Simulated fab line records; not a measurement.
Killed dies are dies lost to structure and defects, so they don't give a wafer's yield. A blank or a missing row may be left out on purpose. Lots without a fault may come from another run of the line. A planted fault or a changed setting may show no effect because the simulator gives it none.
Problem report, 8D (eight disciplines) form, completed by code	flow gf180mcu	the parts of the form that need people (team, actions taken, sign-off) are left out

1. THE PROBLEM
run length s at GF_TOP_METAL_METAL_ETCH_16 reads a mean of 190.1 s on 6 wafers of 2 lots; wafers without a fault read 228.0 s with a standard deviation of 0.58. Relative to the usual mean, that is a shift of -65 standard deviations.
The step: etches the open film in Cl2/BCl3, stops on SiO2, target depth 1197 nm, time 199.5 s.
Earliest sighting: wafer L320.2 on rie metal-01 at day 30 11:48. The record has a number at this step for 42 wafers belonging to 14 lots. The rule behind "out" and "out of limits": a value lying over 4 standard deviations away from the usual mean. The rest of the wafers with a number are treated as sound.

2. WHAT THIS IS AND IS NOT
question	is	is not
which readings at this step	run length s	drypump motor current A
which lots	L320, L322	L313, L314, L315, L317, L325, L327, L328, L331, L332, L334, L335, L336
which wafers of those lots	all that have a number	-
read on which tools	rie metal-01	rie metal-03, rie metal-04
when	from day 30 11:48	up to then (12 sound wafers); but 24 sound wafers of L325, L327, L328, L331, L332, L334, L335, L336 came after

3. THE SUSPECTS, EACH WITH WHAT RULES IT OUT
Counting: any tool at a process step up to the reading is kept as a suspect provided that every lot that is out went through it and no sound lot did after the first of them.
- pvd sputter-04 at GF_V4_SPUTTER_21 (material Ti, target thk 15 nm, time 80.02 s): ruled out as a lasting fault. Sound lots L325, L328, L331, L332 ran on it after its first lot that is out, L320 (day 27 03:08).
- cmp-02 at GF_V4_CMP_26 (polishes, stops on SiO2, t overpolish 15 s, target thk 0 nm): ruled out as a lasting fault. Sound lots L325, L327, L331, L334 ran on it after its first lot that is out, L320 (day 27 03:35).
- rie metal-01 at GF_TOP_METAL_METAL_ETCH_16 (etches the open film in Cl2/BCl3, stops on SiO2, target depth 1197 nm, time 199.5 s): ruled out as a lasting fault. Sound lots L334, L336 ran on it after its first lot that is out, L320 (day 30 11:48).
Left after counting: nothing in the record.

4. THE CAUSE (what the simulator had put in)
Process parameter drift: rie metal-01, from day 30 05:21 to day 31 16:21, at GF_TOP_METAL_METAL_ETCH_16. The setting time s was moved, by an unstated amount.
Counting ruled it out, wrongly.

5. THE EFFECT CHAIN, in route order
One row per reading whose mean, taken over the struck wafers that have a number, lies over 3 standard deviations from the usual. Scope: only readings with a usual standard deviation given in the record; hours: median across lots of the time from each lot's start at the first step in this table that gives one to its start at this step; sigmas: change in usual standard deviations.
hours	step	reading	usual	on struck wafers	change	sigmas
0	GF_TOP_METAL_METAL_ETCH_16	run length s	228.0 s	190.1	-37.9	-65
0	GF_TOP_METAL_STRIP_17	strip time to endpoint s	12.91 s	13.97	+1.06	+12
It contains these process steps:
- GF_TOP_METAL_METAL_ETCH_16: etches the open film in Cl2/BCl3, stops on SiO2, target depth 1197 nm, time 199.5 s.
- GF_TOP_METAL_STRIP_17: strips in O2/N2.
Readings that are blank on the struck wafers while sound wafers have them: bias w at GF_TOP_METAL_METAL_ETCH_16.

6. WHAT WOULD HAVE CAUGHT IT SOONER
The fault began at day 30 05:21; the first out-of-limits reading in this record came at day 30 11:48, 6 hours later.
